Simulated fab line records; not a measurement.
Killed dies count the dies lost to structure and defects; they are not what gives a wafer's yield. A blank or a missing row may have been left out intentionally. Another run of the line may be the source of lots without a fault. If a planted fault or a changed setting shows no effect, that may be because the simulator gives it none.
Struck lot and sound lot, side by side -- flow sky130 -- 17 out of 708 route steps
Sound: these wafers, L805.1, L805.2, L805.6. Wafers L811.1, L811.2, L811.6 were the ones struck. The cause is given at the end.
Each step with rows lists, per side, the tool, then ch with its chambers, then its first start. Under that, the readings that differ: sound wafers -- struck wafers -- difference of the means -- sigmas: that difference in standard deviations of wafers without a fault.
alike: a reading whose means differ by less than 2 such deviations, as well as words and numbers matching on both sides. not compared: withheld readings; readings where some wafer has no value; bounds like >300 that might hide an equal value; numbers whose values overlap and for which the record gives no deviation.
Wherever a step has rows on one side only, a row that says differs or no value, or a row with sigmas, the two part there. Numbers that don't overlap but have no deviation are shown without sigmas and don't part them. A reading that every wafer of one side lacks parts them only if that side has two wafers or more.

first, 4 steps without rows for these wafers: SKY_FIELD_ISO_WET_ETCH_29 (etches Si3N4 in H3PO4, target depth 160 nm, time 1825 s); SKY_FIELD_ISO_WET_ETCH_30 (etches SiO2 in dHF, target depth 25 nm, time 50 s); SKY_NWELL_CLEAN_00 (cleans in SC1/SC2, time 150 s); SKY_NWELL_OXIDATION_01 (stabilise 600 s, purge 300 s, target thk 10 nm).
SKY_NWELL_THK_MEAS_02:
  sound on film-metro-02, day 4 07:46; struck on film-metro-04, day 5 13:15
  alike: NWELL_OXIDATION_THK
then, 7 steps without rows for these wafers: SKY_DNWELL_DEHYDRATE_00 (time 60 s); SKY_DNWELL_HMDS_01 (prime time 60 s); SKY_DNWELL_COAT_02 (resist thk 3000 nm); SKY_DNWELL_SOFTBAKE_03; SKY_DNWELL_EXPOSE_04 (exposes mask DNM, target cd 3000 nm); SKY_DNWELL_PEB_05; SKY_DNWELL_DEVELOP_06 (develop time 60 s).
SKY_DNWELL_IMPLANT_07:
  sound on implanter-04 ch 0, day 5 00:25; struck on implanter-04 ch 0, day 6 07:20
SKY_DNWELL_STRIP_08: strips in O2/N2.
  sound on plasma-asher-04 ch 0,1, day 5 00:34; struck on plasma-asher-02 ch 0,1, day 6 07:29
  alike: drypump-motor-current-A, oes-product-au, strip-time-to-endpoint-s
  not compared: rf-hours-counter-h
SKY_DNWELL_TW_MEAS_09:
  sound on film-metro-02, day 5 00:40; struck on film-metro-02, day 6 07:35
reading,sound,struck,difference,sigmas
DNWELL_TW,1108 1099 1106,1169 1172 1171,+66,+10
then, 1 step without rows for these wafers: SKY_PWDE_DEHYDRATE_00 (time 60 s).
-- the record jumps here: 43 days lie between the struck wafers' starts before and after (it left off in module PWDE and takes up again in module PAD_OPEN, whose first step shown is number 708 of the route) --
SKY_PAD_OPEN_PROBE_99:
  sound on prober-01, day 48 01:43; struck on prober-01, day 49 10:57
reading,sound,struck,difference,sigmas
model.etest.res-deep-nwell.rs-ohm-sq,2200 2214 2195,1869 1892 1875,-324,
model.etest.res-deep-nwell.line-ohm-um,730.7 737.1 742.6,626.5 621.8 635.1,-109.0,
  alike: killed_at_M0_to_M3, killed_at_M4_up, killed-at-contacts, killed-at-front-end, killed-at-other, killed-dies, killed-open, killed-short

WHERE THEY PART
At SKY_DNWELL_TW_MEAS_09 and nowhere else, as far as this record goes. Later steps at which nothing parts them and some readings are alike: SKY_PAD_OPEN_PROBE_99.

WHY: the cause the simulator had injected
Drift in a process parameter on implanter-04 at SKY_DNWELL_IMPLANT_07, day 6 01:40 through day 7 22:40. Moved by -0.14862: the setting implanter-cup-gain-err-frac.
